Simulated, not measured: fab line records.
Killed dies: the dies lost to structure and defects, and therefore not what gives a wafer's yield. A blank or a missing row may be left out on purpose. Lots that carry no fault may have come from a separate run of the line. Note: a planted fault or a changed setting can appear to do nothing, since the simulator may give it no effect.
One fault through the eyes of 2 desks / flow gf180mcu / each desk holds nothing but its own numbers, with what lay behind them at the end

## DESK OF THE TOOL OWNER: wet bench-02
The tool's own readings at GF_HV_LDD_CLEAN_51 (cleans in SC1/SC2, time 150 s): means of the sampled wafers that have a number, for each lot that ran on this tool. Any lot whose mean is over 4 standard deviations away from the usual mean is out of limits and marked OUT; that distance is given in the brackets.
Columns: A = run length s at GF_HV_LDD_CLEAN_51, usual 180 s
lot=L705; first seen here=day 14 22:08; A=175
lot=L715; first seen here=day 18 05:30; A=50 (-33) OUT
lot=L716; first seen here=day 18 09:08; A=50 (-33) OUT
This desk's finding: out of limits on L715, L716; first on L715, day 18 05:30 (run length s at GF_HV_LDD_CLEAN_51). In limits: L705.

## AT THE METROLOGY DESK
Means of the sampled wafers that have a number, per lot and without regard to the tool the lot ran on: this is what the gauges read. Any lot whose mean is over 4 standard deviations away from the usual mean is out of limits and marked OUT; that distance is given in the brackets.
Columns: A = cd nm at GF_HV_LDD_CD_MEAS_46, usual 399.5 nm; B = HV_LDD_03_OVL at GF_HV_LDD_OVL_MEAS_47, usual 0.6 nm; C = HV_LDD_4_TW at GF_HV_LDD_TW_MEAS_50, usual 577
lot=L705; first seen here=day 14 21:40; A=401.9; B=1.2; C=577
lot=L713; first seen here=day 17 09:14; A=398.8; B=1.7; C=585
lot=L715; first seen here=day 18 05:03; A=397.3; B=2.0; C=582
lot=L716; first seen here=day 18 08:40; A=402.0; B=1.5; C=578
lot=L719; first seen here=day 19 12:52; A=400.0; B=2.1; C=577
lot=L721; first seen here=day 20 06:05; A=398.3; B=-0.0; C=577
This desk found nothing out of limits on any of the 6 lots.

## PUT TOGETHER
An alarm could have come from the tool owner's desk at day 18 05:30, on L715, L716.
From the metrology desk's view, nothing was out of limits.
The metrology desk has L715, L716 on record, within its limits.
Of the lots named, all ran GF_HV_LDD_CLEAN_51 on wet bench-02.

## WHAT THE SIMULATOR HAD INSERTED
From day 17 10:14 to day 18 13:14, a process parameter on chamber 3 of wet bench-02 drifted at GF_HV_LDD_CLEAN_51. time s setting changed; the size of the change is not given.
Shown lots that were struck: L715, L716.
Time in hours from fault onset to the first out-of-limits reading at each desk: the tool owner's desk, 19.
